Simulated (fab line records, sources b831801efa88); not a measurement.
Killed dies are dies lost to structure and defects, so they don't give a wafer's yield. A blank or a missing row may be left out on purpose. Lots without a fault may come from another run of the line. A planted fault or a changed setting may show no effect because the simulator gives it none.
fab line records | flow gf180mcu
record lots=24 wafers=72 last_day=34
route steps=602 shown SAB@274 CONTACT@301 M2@363 V3@454 V4@498 TOP_METAL@583
lots that met no fault: from a run of the same line without faults
start_h: hours from the record's first day to the start of the lot's first wafer shown | wait_h: hours since the lot's step before | " the same as in the row above | L1.1+2: a row that stands for several wafers | - no value, or no start given | * or withheld: withheld | < > ~ a bound
route shown NAME@n: a module of which the file shows steps, and the number in the route of the first | usual: mean/standard deviation of fault-free wafers | same: alike in all rows | chamber/n: place in a boat | sites: the reading at each site | _std_site: their standard deviation | _edge_site: outer sites' mean less inner sites' | radius_mm: how far each site lies from the wafer's centre | mask NAME#n: copy n | behind: the tool/chamber that last shaped the wafer | hold: why the lot was held/for how many hours/how that ended | device: the transistor (n, p or np) that didn't switch | end of line: the same wafers' tests at the end of the route | a step without rows: its recipe alone | killed: dies lost to structure and defects at the first sort, not the wafer's yield | map: a wafer's dies, x killed, . not, _ none there
set.NAME: the setting as run; set.NAME@STEP: as run at that earlier step | model.NAME: the simulator's own value behind a step, which no gauge read
steps of the route over a sample of lots; a table a step, a row a wafer
services: from which hour (start_h, from the record's first day; less than 0 if before it) a tool's chamber was out of use, for how many hours, and why
## steps
# step GF_SAB_OVL_MEAS_10
# usual SAB_OVL=0.3/1.4
# columns lot.wafer tool chamber start_h wait_h SAB_OVL[nm]
L074.1 overlay-01 - 332.31 0.1 1.0
L074.2 " - " " 1.4
L074.4 " - " " 0.2
L075.2 overlay-02 - 342.67 0.1 1.3
L075.5 " - " " -0.5
L075.6 " - " " 0.6
L076.1 overlay-01 - 354.23 0.1 0.0
L076.3 " - " " -0.7
L076.4 " - " " 0.0
L077.2 overlay-02 - 360.55 0.1 -0.9
L077.5 " - " " -0.4
L077.6 " - " " -0.2
L078.1 overlay-01 - 370.46 0.1 1.8
L078.3 " - " " 0.5
L078.6 " - " " 2.8
L079.1 overlay-02 - 385.54 0.1 1.6
L079.2 " - " " 0.5
L079.5 " - " " 1.0
L080.2 overlay-01 - 396.02 0.1 -1.7
L080.4 " - " " -0.7
L080.6 " - " " 0.2
L081.2 overlay-02 - 403.28 0.1 0.3
L081.4 " - " " 0.9
L081.6 " - " " -1.1
L082.2 overlay-02 - 409.38 0.1 2.6
L082.5 " - " " 0.8
L082.6 " - " " 2.2
L083.3 overlay-02 - 416.32 0.1 -0.4
L083.4 " - " " -0.7
L083.6 " - " " -1.3
L084.1 overlay-01 - 421.66 0.1 0.7
L084.5 " - " " 0.4
L084.6 " - " " 1.1
L085.2 overlay-02 - 437.83 0.1 1.6
L085.3 " - " " -1.1
L085.5 " - " " 1.0
L086.3 overlay-02 - 441.94 0.1 -2.6
L086.4 " - " " -0.6
L086.5 " - " " 0.4
L087.1 overlay-01 - 452.78 0.1 -0.3
L087.3 " - " " -0.1
L087.5 " - " " 0.0
L088.1 overlay-02 - 460.09 0.1 0.9
L088.2 " - " " 0.6
L088.6 " - " " 0.6
L089.2 overlay-01 - 470.13 0.1 1.5
L089.4 " - " " 0.1
L089.6 " - " " 0.6
L090.2 overlay-02 - 474.13 0.1 -2.0
L090.5 " - " " -3.8
L090.6 " - " " -0.8
L091.3 overlay-01 - 485.37 0.1 0.2
L091.4 " - " " -1.0
L091.6 " - " " 0.4
L092.2 overlay-02 - 500.76 0.1 -1.3
L092.3 " - " " -1.7
L092.5 " - " " -2.9
L093.1 overlay-01 - 505.79 0.1 1.5
L093.3 " - " " 1.4
L093.4 " - " " 1.9
L094.2 overlay-01 - 506.74 0.1 1.8
L094.3 " - " " 3.5
L094.4 " - " " 1.0
L095.2 overlay-01 - 519.93 0.1 -0.8
L095.3 " - " " 0.2
L095.5 " - " " -0.5
L096.2 overlay-02 - 527.98 0.1 0.9
L096.5 " - " " 2.5
L096.6 " - " " 2.8
L097.1 overlay-01 - 537.21 0.1 -1.2
L097.2 " - " " 0.6
L097.6 " - " " -2.9
# step GF_CONTACT_CD_MEAS_14
# recipe target_cd_nm=220
# usual cd_nm=219.8/1.7
# columns lot.wafer tool chamber start_h wait_h cd_nm
L074.1 cd_sem-02 - 354.97 0.1 220.9
L074.2 " - " " 221.6
L074.4 " - " " 220.1
L075.2 cd_sem-01 - 365.69 0.1 217.7
L075.5 " - " " 217.9
L075.6 " - " " 216.6
L076.1 cd_sem-02 - 377.46 0.1 221.1
L076.3 " - " " 220.0
L076.4 " - " " 221.6
L077.2 cd_sem-01 - 384.84 0.1 219.8
L077.5 " - " " 220.6
L077.6 " - " " 219.4
L078.1 cd_sem-01 - 394.57 0.1 220.9
L078.3 " - " " 219.5
L078.6 " - " " 219.8
L079.1 cd_sem-01 - 409.81 0.1 219.9
L079.2 " - " " 219.4
L079.5 " - " " 218.4
L080.2 cd_sem-01 - 420.53 0.1 223.5
L080.4 " - " " 220.4
L080.6 " - " " 221.4
L081.2 cd_sem-02 - 427.76 0.1 217.5
L081.4 " - " " 218.3
L081.6 " - " " 217.5
L082.2 cd_sem-01 - 434.14 0.1 223.4
L082.5 " - " " 223.6
L082.6 " - " " 222.7
L083.3 cd_sem-01 - 441.71 0.1 221.3
L083.4 " - " " 220.9
L083.6 " - " " 220.0
L084.1 cd_sem-01 - 446.79 0.1 217.4
L084.5 " - " " 217.9
L084.6 " - " " 218.4
L085.2 cd_sem-01 - 463.44 0.1 221.3
L085.3 " - " " 220.6
L085.5 " - " " 221.8
L086.3 cd_sem-02 - 467.33 0.1 218.1
L086.4 " - " " 217.6
L086.5 " - " " 217.1
L087.1 cd_sem-01 - 478.21 0.1 218.5
L087.3 " - " " 218.2
L087.5 " - " " 218.3
L088.1 cd_sem-01 - 485.51 0.1 220.9
L088.2 " - " " 221.9
L088.6 " - " " 220.3
L089.2 cd_sem-01 - 495.86 0.1 220.5
L089.4 " - " " 220.5
L089.6 " - " " 220.4
L090.2 cd_sem-02 - 499.63 0.1 218.0
L090.5 " - " " 219.4
L090.6 " - " " 219.8
L091.3 cd_sem-02 - 511.70 0.1 220.6
L091.4 " - " " 221.0
L091.6 " - " " 219.4
L092.2 cd_sem-01 - 526.43 0.1 220.5
L092.3 " - " " 219.0
L092.5 " - " " 218.6
L093.1 cd_sem-02 - 531.49 0.1 218.6
L093.3 " - " " 218.5
L093.4 " - " " 218.5
L094.2 cd_sem-02 - 531.78 0.1 221.4
L094.3 " - " " 220.4
L094.4 " - " " 221.3
L095.2 cd_sem-01 - 545.56 0.1 220.5
L095.3 " - " " 221.7
L095.5 " - " " 222.2
L096.2 cd_sem-01 - 552.78 0.1 218.4
L096.5 " - " " 216.9
L096.6 " - " " 216.0
L097.1 cd_sem-01 - 561.92 0.1 222.8
L097.2 " - " " 220.2
L097.6 " - " " 221.1
# step GF_M2_SPUTTER_01
# recipe material=TiN target_thk_nm=30 power_w=6500 time_s=25 chamber_pressure_pa=0.4
# usual throttle_valve_pct=30.1/0.78
# columns lot.wafer tool chamber start_h wait_h throttle_valve_pct
L074.1 pvd_sputter-03 - 404.37 0.1 29.7
L074.2 " - " " 29.1
L074.4 " - " " 30.5
L075.2 pvd_sputter-04 - 414.74 0.1 29.8
L075.5 " - " " 30.3
L075.6 " - " " 30.0
L076.1 pvd_sputter-04 - 427.27 0.1 30.2
L076.3 " - " " 31.3
L076.4 " - " " 32.1
L077.2 pvd_sputter-01 - 435.12 0.1 30.2
L077.5 " - " " 29.6
L077.6 " - " " 29.9
L078.1 pvd_sputter-01 - 445.42 0.1 29.5
L078.3 " - " " 29.9
L078.6 " - " " 29.2
L079.1 pvd_sputter-04 - 462.67 0.1 31.2
L079.2 " - " " 29.6
L079.5 " - " " 31.9
L080.2 pvd_sputter-01 - 472.42 0.1 29.2
L080.4 " - " " 30.5
L080.6 " - " " 29.9
L081.2 pvd_sputter-04 - 480.11 0.1 30.4
L081.4 " - " " 32.0
L081.6 " - " " 30.0
L082.2 pvd_sputter-03 - 486.86 0.1 28.6
L082.5 " - " " 30.8
L082.6 " - " " 29.2
L083.3 pvd_sputter-01 - 493.84 0.1 30.4
L083.4 " - " " 29.9
L083.6 " - " " 29.8
L084.1 pvd_sputter-01 - 499.40 0.1 29.9
L084.5 " - " " 30.5
L084.6 " - " " 29.8
L085.2 pvd_sputter-01 - 516.51 0.1 29.5
L085.3 " - " " 30.4
L085.5 " - " " 29.2
L086.3 pvd_sputter-01 - 519.37 0.1 29.3
L086.4 " - " " 30.5
L086.5 " - " " 30.4
L087.1 pvd_sputter-01 - 530.23 0.1 29.9
L087.3 " - " " 30.3
L087.5 " - " " 29.8
L088.1 pvd_sputter-04 - 538.83 0.1 30.0
L088.2 " - " " 31.2
L088.6 " - " " 31.4
L089.2 pvd_sputter-01 - 547.33 0.1 29.9
L089.4 " - " " 29.4
L089.6 " - " " 30.1
L090.2 pvd_sputter-04 - 550.91 0.1 30.1
L090.5 " - " " 31.3
L090.6 " - " " 29.8
L091.3 pvd_sputter-01 - 562.77 0.1 30.1
L091.4 " - " " 29.5
L091.6 " - " " 30.0
L092.2 pvd_sputter-01 - 580.38 0.1 30.3
L092.3 " - " " 29.7
L092.5 " - " " 30.0
L093.1 pvd_sputter-01 - 582.49 0.1 30.2
L093.3 " - " " 30.4
L093.4 " - " " 29.3
L094.2 pvd_sputter-04 - 583.39 0.1 31.3
L094.3 " - " " 29.7
L094.4 " - " " 32.0
L095.2 pvd_sputter-04 - 593.43 0.1 29.6
L095.3 " - " " 31.1
L095.5 " - " " 31.5
L096.2 pvd_sputter-01 - 603.03 0.1 30.3
L096.5 " - " " 30.2
L096.6 " - " " 29.7
L097.1 pvd_sputter-01 - 607.67 0.1 29.3
L097.2 " - " " 29.9
L097.6 " - " " 29.9
# step GF_V3_THK_MEAS_25
# recipe thk_meas_gauge=xrf reads=W_of_V3_CVD_23
# usual V3_W_THK=357/5.2
# columns lot.wafer tool chamber start_h wait_h V3_W_THK[nm]
L074.1 film_metro-02 - 505.42 0.1 360
L074.2 " - " " 366
L074.4 " - " " 360
L075.2 film_metro-01 - 517.67 0.1 355
L075.5 " - " " 360
L075.6 " - " " 362
L076.1 film_metro-01 - 529.36 0.1 353
L076.3 " - " " 361
L076.4 " - " " 358
L077.2 film_metro-01 - 536.52 0.1 363
L077.5 " - " " 364
L077.6 " - " " 364
L078.1 film_metro-03 - 545.02 0.1 354
L078.3 " - " " 354
L078.6 " - " " 356
L079.1 film_metro-02 - 564.02 0.1 350
L079.2 " - " " 357
L079.5 " - " " 353
L080.2 film_metro-03 - 572.83 0.1 355
L080.4 " - " " 360
L080.6 " - " " 362
L081.2 film_metro-02 - 579.24 0.1 354
L081.4 " - " " 356
L081.6 " - " " 359
L082.2 film_metro-01 - 584.94 0.1 355
L082.5 " - " " 352
L082.6 " - " " 358
L083.3 film_metro-01 - 589.28 0.1 356
L083.4 " - " " 357
L083.6 " - " " 361
L084.1 film_metro-02 - 601.01 0.1 367
L084.5 " - " " 367
L084.6 " - " " 360
L085.2 film_metro-01 - 610.37 0.1 363
L085.3 " - " " 360
L085.5 " - " " 361
L086.3 film_metro-02 - 613.23 0.1 360
L086.4 " - " " 361
L086.5 " - " " 364
L087.1 film_metro-03 - 626.12 0.1 358
L087.3 " - " " 359
L087.5 " - " " 353
L088.1 film_metro-02 - 629.97 0.1 358
L088.2 " - " " 356
L088.6 " - " " 361
L089.2 film_metro-02 - 638.45 0.1 365
L089.4 " - " " 363
L089.6 " - " " 362
L090.2 film_metro-03 - 644.57 0.1 352
L090.5 " - " " 356
L090.6 " - " " 353
L091.3 film_metro-01 - 651.63 0.1 357
L091.4 " - " " 357
L091.6 " - " " 355
L092.2 film_metro-03 - 667.33 0.1 350
L092.3 " - " " 351
L092.5 " - " " 350
L093.1 film_metro-01 - 668.49 0.1 359
L093.3 " - " " 363
L093.4 " - " " 360
L094.2 film_metro-03 - 671.00 0.1 354
L094.3 " - " " 354
L094.4 " - " " 346
L095.2 film_metro-02 - 678.50 0.1 363
L095.3 " - " " 362
L095.5 " - " " 358
L096.2 film_metro-01 - 686.98 0.1 354
L096.5 " - " " 349
L096.6 " - " " 356
L097.1 film_metro-03 - 693.33 0.1 353
L097.2 " - " " 346
L097.6 " - " " 346
# step GF_V4_SPUTTER_22
# recipe material=TiN target_thk_nm=10 chamber_pressure_pa=5 power_w=4000 time_s=40
# usual throttle_valve_pct=30.0/0.98
# columns lot.wafer tool chamber start_h wait_h throttle_valve_pct
L074.1 pvd_sputter-04 - 554.74 0.0 30.2
L074.2 " - " " 29.7
L074.4 " - " " 31.2
L075.2 pvd_sputter-03 - 566.67 0.0 30.8
L075.5 " - " " 30.5
L075.6 " - " " 29.7
L076.1 pvd_sputter-03 - 577.70 0.0 28.2
L076.3 " - " " 29.7
L076.4 " - " " 30.8
L077.2 pvd_sputter-02 - 584.07 0.0 30.8
L077.5 " - " " 29.1
L077.6 " - " " 29.6
L078.1 pvd_sputter-02 - 590.75 0.0 30.7
L078.3 " - " " 29.0
L078.6 " - " " 29.4
L079.1 pvd_sputter-04 - 608.62 0.0 32.0
L079.2 " - " " 29.6
L079.5 " - " " 31.8
L080.2 pvd_sputter-03 - 621.82 0.0 29.4
L080.4 " - " " 29.7
L080.6 " - " " 30.5
L081.2 pvd_sputter-04 - 624.82 0.0 30.2
L081.4 " - " " 31.3
L081.6 " - " " 31.5
L082.2 pvd_sputter-03 - 628.67 0.0 29.5
L082.5 " - " " 28.0
L082.6 " - " " 29.4
L083.3 pvd_sputter-03 - 633.11 0.0 29.7
L083.4 " - " " 29.4
L083.6 " - " " 30.6
L084.1 pvd_sputter-03 - 644.11 0.0 28.1
L084.5 " - " " 30.6
L084.6 " - " " 29.2
L085.2 pvd_sputter-03 - 652.82 0.0 29.4
L085.3 " - " " 28.4
L085.5 " - " " 30.6
L086.3 pvd_sputter-03 - 655.59 0.0 29.6
L086.4 " - " " 28.3
L086.5 " - " " 29.9
L087.1 pvd_sputter-04 - 667.83 0.0 30.3
L087.3 " - " " 31.1
L087.5 " - " " 29.6
L088.1 pvd_sputter-02 - 672.52 0.0 29.4
L088.2 " - " " 29.9
L088.6 " - " " 29.5
L089.2 pvd_sputter-02 - 679.84 0.0 29.5
L089.4 " - " " 29.4
L089.6 " - " " 29.5
L090.2 pvd_sputter-04 - 686.34 0.0 29.6
L090.5 " - " " 31.9
L090.6 " - " " 30.2
L091.3 pvd_sputter-04 - 692.38 0.0 31.4
L091.4 " - " " 32.1
L091.6 " - " " 31.9
L092.2 pvd_sputter-02 - 707.46 0.0 29.0
L092.3 " - " " 30.7
L092.5 " - " " 29.0
L093.1 pvd_sputter-04 - 708.81 0.0 29.9
L093.3 " - " " 31.0
L093.4 " - " " 31.5
L094.2 pvd_sputter-02 - 711.45 0.0 29.1
L094.3 " - " " 30.7
L094.4 " - " " 29.6
L095.2 pvd_sputter-03 - 717.99 0.0 28.3
L095.3 " - " " 29.5
L095.5 " - " " 28.3
L096.2 pvd_sputter-02 - 726.99 0.0 29.4
L096.5 " - " " 29.5
L096.6 " - " " 30.6
L097.1 pvd_sputter-04 - 731.19 0.0 30.0
L097.2 " - " " 32.0
L097.6 " - " " 32.1
# step GF_TOP_METAL_METAL_ETCH_16
# recipe chemistry=Cl2/BCl3 mask_material=NOVOLAK target_depth_nm=1077.5 stop_on=SiO2 pressure_mtorr=8 icp_w=800 bias_w=140 Cl2_flow_sccm=80 bcl3_flow_sccm=40 time_s=179.6
# usual bias_w=140.0/0.37 drypump_motor_current_A=5.9/0.53 he_backside_leak_sccm=3.36/0.26 oes_product_au=0.966/0.0073 throttle_valve_pct=28.256/0.011
# columns lot.wafer tool chamber start_h wait_h bias_w drypump_motor_current_A he_backside_leak_sccm oes_product_au rf_hours_counter_h throttle_valve_pct
L074.1 rie_metal-04 0 641.97 0.0 139.8 5.7 3.32 0.963 4 28.255
L074.2 " 1 " " 139.8 6.7 3.21 0.970 12 28.266
L074.4 " 1 " " 140.4 6.7 3.19 0.970 - 28.247
L075.2 rie_metal-01 0 653.14 0.0 139.8 6.2 3.03 0.965 12 28.275
L075.5 " 0 " " 140.0 6.2 3.19 0.955 - 28.262
L075.6 " 1 " " 139.8 5.5 3.63 0.956 - 28.272
L076.1 rie_metal-02 1 665.49 0.0 140.4 5.8 3.66 0.973 6 28.239
L076.3 " 1 " " 140.3 5.8 3.66 0.963 - 28.232
L076.4 " 0 " " 140.8 5.1 3.48 0.967 - 28.268
L077.2 rie_metal-02 1 668.34 0.0 139.8 5.8 3.58 0.943 6 28.267
L077.5 " 0 " " 140.2 5.1 3.62 0.958 - 28.278
L077.6 " 1 " " 140.1 5.8 3.60 0.952 - 28.269
L078.1 rie_metal-02 0 677.37 0.0 140.0 5.1 3.79 0.972 8 28.259
L078.3 " 1 " " 140.7 5.8 3.62 0.956 - 28.249
L078.6 " 0 " " 139.4 5.1 3.65 0.980 - 28.231
L079.1 rie_metal-04 1 692.96 0.0 139.9 6.7 3.12 0.953 0 28.260
L079.2 " 0 " " 140.5 5.7 3.46 0.961 6 28.258
L079.5 " 0 " " 140.4 5.7 3.41 0.957 - 28.263
L080.2 rie_metal-02 0 701.87 0.0 139.6 5.0 3.67 0.956 9 28.259
L080.4 " 1 " " 139.6 5.8 3.66 0.965 - 28.262
L080.6 " 1 " " 139.9 5.8 3.59 0.966 - 28.262
L081.2 rie_metal-02 0 707.09 0.0 140.2 5.1 3.63 0.963 9 28.244
L081.4 " 0 " " 140.3 5.1 3.55 0.962 - 28.256
L081.6 " 0 " " 140.5 5.1 3.45 0.956 - 28.270
L082.2 rie_metal-01 0 710.17 0.0 139.9 6.2 3.11 0.965 14 28.236
L082.5 " 1 " " 139.7 5.5 3.48 0.971 - 28.250
L082.6 " 0 " " 139.5 6.3 3.17 0.972 - 28.253
L083.3 rie_metal-04 0 713.73 0.1 140.4 5.7 3.25 0.968 - 28.248
L083.4 " 1 " " 140.2 6.7 3.23 0.966 - 28.256
L083.6 " 0 " " 140.0 5.7 3.32 0.970 - 28.242
L084.1 rie_metal-04 0 724.17 0.0 140.7 5.7 3.19 0.966 7 28.278
L084.5 " 0 " " 140.0 5.7 3.28 0.965 - 28.249
L084.6 " 1 " " 139.9 6.7 3.13 0.960 - 28.262
L085.2 rie_metal-04 0 731.74 0.0 139.1 5.7 3.30 0.961 8 28.254
L085.3 " 0 " " 139.4 5.7 3.29 0.969 - 28.256
L085.5 " 0 " " 139.5 5.7 3.36 0.964 - 28.252
L086.3 rie_metal-01 1 734.18 0.1 140.0 5.5 3.59 0.965 - 28.257
L086.4 " 1 " " 139.4 5.5 3.46 0.961 - 28.248
L086.5 " 1 " " 140.1 5.5 3.48 0.966 - 28.254
L087.1 rie_metal-04 1 745.72 0.0 140.5 6.7 3.06 0.964 3 28.243
L087.3 " 1 " " 140.0 6.7 2.96 0.968 - 28.246
L087.5 " 0 " " 139.6 5.7 3.36 0.973 - 28.257
L088.1 rie_metal-01 0 749.27 0.0 139.3 6.2 3.05 0.962 0 28.260
L088.2 " 1 " " 140.3 5.5 3.61 0.948 9 28.282
L088.6 " 0 " " 140.0 6.2 3.07 0.956 - 28.253
L089.2 rie_metal-01 1 754.32 0.0 139.5 5.5 3.39 0.967 10 28.268
L089.4 " 1 " " 139.4 5.5 3.61 0.958 - 28.262
L089.6 " 0 " " 139.9 6.2 2.90 0.968 - 28.264
L090.2 rie_metal-04 1 760.32 0.0 139.8 6.7 2.98 0.967 3 28.241
L090.5 " 0 " " 139.8 5.7 3.07 0.970 - 28.250
L090.6 " 1 " " 140.1 6.7 3.07 0.976 - 28.262
L091.3 rie_metal-02 0 766.57 0.1 140.9 5.1 3.59 0.966 - 28.268
L091.4 " 1 " " 140.5 5.8 3.70 0.973 - 28.237
L091.6 " 0 " " 140.6 5.0 3.60 0.952 - 28.260
L092.2 rie_metal-01 1 779.87 0.0 140.4 5.5 3.50 0.965 11 28.246
L092.3 " 1 " " 140.5 5.5 3.27 0.964 - 28.277
L092.5 " 1 " " 140.1 5.5 3.44 0.969 - 28.258
L093.1 rie_metal-04 0 780.52 0.0 140.0 5.7 3.17 0.977 10 28.254
L093.3 " 1 " " 139.9 6.7 3.08 0.975 - 28.248
L093.4 " 0 " " 140.2 5.7 3.10 0.978 - 28.263
L094.2 rie_metal-04 1 783.57 0.0 139.9 6.7 3.04 0.978 5 28.252
L094.3 " 1 " " 139.7 6.7 2.97 0.972 - 28.246
L094.4 " 0 " " 139.8 5.7 3.44 0.973 - 28.268
L095.2 rie_metal-04 0 788.52 0.0 139.9 5.7 3.30 0.960 11 28.252
L095.3 " 1 " " 139.5 6.7 3.06 0.963 - 28.276
L095.5 " 1 " " 139.2 6.7 3.09 0.965 - 28.266
L096.2 rie_metal-02 0 796.32 0.0 140.7 5.1 3.68 0.971 13 28.258
L096.5 " 0 " " 140.5 5.1 3.63 0.981 - 28.237
L096.6 " 1 " " 140.2 5.8 3.55 0.967 - 28.250
L097.1 rie_metal-01 0 799.82 0.0 139.8 6.2 2.93 0.959 3 28.254
L097.2 " 1 " " 140.0 5.5 3.44 0.972 12 28.251
L097.6 " 1 " " 140.1 5.5 3.70 0.969 - 28.264
## services
# columns tool chamber start_h hours kind
pvd_sputter-04 3 431.60 - consumable_replace:kit
pvd_sputter-04 3 431.60 18.0 scheduled_down
pvd_sputter-04 - 469.08 10.9 repair
rie_metal-01 - 469.87 2.8 pm
rie_metal-02 0 478.18 2.4 repair
pvd_sputter-04 - 485.98 2.2 repair
pvd_sputter-03 - 490.86 3.0 repair
rie_metal-02 - 490.92 14.6 pm
pvd_sputter-03 - 499.08 2.6 repair
pvd_sputter-01 - 506.24 3.5 repair
rie_metal-04 - 524.78 0.3 repair
pvd_sputter-01 - 540.95 2.3 repair
pvd_sputter-03 - 545.72 1.7 repair
rie_metal-01 - 625.46 2.5 repair
pvd_sputter-03 - 679.61 1.7 repair
rie_metal-02 - 682.88 1.5 repair
pvd_sputter-03 - 707.85 2.4 repair
pvd_sputter-03 - 709.38 7.9 repair
pvd_sputter-03 - 722.18 0.9 repair
pvd_sputter-01 - 740.34 11.5 repair
rie_metal-01 - 764.69 1.4 pm
pvd_sputter-01 - 775.38 0.7 repair
pvd_sputter-04 - 794.83 3.0 repair
rie_metal-02 - 799.63 1.1 repair
## key
fault none
